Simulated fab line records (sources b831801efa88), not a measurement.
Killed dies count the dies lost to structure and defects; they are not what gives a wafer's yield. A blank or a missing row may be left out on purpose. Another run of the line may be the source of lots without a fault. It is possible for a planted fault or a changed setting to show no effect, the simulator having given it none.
2 desks, one fault / flow sky130 / each desk holds nothing but its own numbers, with what lay behind them at the end

FOR THE TOOL OWNER'S DESK: implanter-02
The tool's own readings at SKY_LDD_P_IMPLANT_09, given as means over the sampled wafers that have a number, one for each lot that went through this tool. If a lot's mean is further than 4 standard deviations from the usual mean, the lot is out of limits and carries the mark OUT (the distance appears in the brackets).
Columns: A = beam-energy-keV at SKY_LDD_P_IMPLANT_09, usual 25.000; B = beam-on-s at SKY_LDD_P_IMPLANT_09, usual 9.98 s
lot=L399; first seen here=day 21 00:05; A=24.986; B=10.03
lot=L403; first seen here=day 21 22:48; A=25.000; B=9.87
lot=L413; first seen here=day 25 05:56; A=26.576 (+99 or more) OUT; B=10.02
lot=L415; first seen here=day 26 01:38; A=26.565 (+99 or more) OUT; B=9.92
This desk's verdict: out of limits on L413, L415, starting with L413 at day 25 05:56 (beam-energy-keV at SKY_LDD_P_IMPLANT_09). L399, L403 stayed within limits.

METROLOGY DESK
What the gauges read for every lot (on any tool): the sampled wafers with a number, averaged. If a lot's mean is further than 4 standard deviations from the usual mean, the lot is out of limits and carries the mark OUT (the distance appears in the brackets).
Columns: A = LDD_N_TW at SKY_LDD_N_TW_MEAS_17, usual 2565; B = cd-nm at SKY_LDD_P_CD_MEAS_07, usual 380.1 nm; C = LDD_P_OVL at SKY_LDD_P_OVL_MEAS_08, usual -0.1 nm
lot=L399; first seen here=day 19 17:41; A=2563; B=381.7; C=0.2
lot=L402; first seen here=day 20 05:41; A=2566; B=382.3; C=-0.5
lot=L401; first seen here=day 20 07:31; A=2578; B=382.1; C=-1.7
lot=L403; first seen here=day 20 16:19; A=2564; B=381.5; C=-0.4
lot=L413; first seen here=day 24 00:37; A=2568; B=378.1; C=0.8
lot=L415; first seen here=day 24 20:02; A=2544; B=381.8; C=0.7
This desk found nothing out of limits on any of the 6 lots.

BROUGHT TOGETHER
At day 25 05:56, on L413, L415, the tool owner's desk was in a position to raise an alarm.
At the metrology desk, nothing out of limits was observed.
The metrology desk has L413, L415 on record, within its limits.
Every lot named ran SKY_LDD_P_IMPLANT_09 on implanter-02.

WHAT THE SIMULATOR HAD PUT IN
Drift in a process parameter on implanter-02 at SKY_LDD_P_IMPLANT_09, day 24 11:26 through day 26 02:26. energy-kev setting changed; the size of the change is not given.
Lots struck among those shown: L413, L415.
Hours from the fault's start to each desk's first reading out of limits: the tool owner's desk, 18.
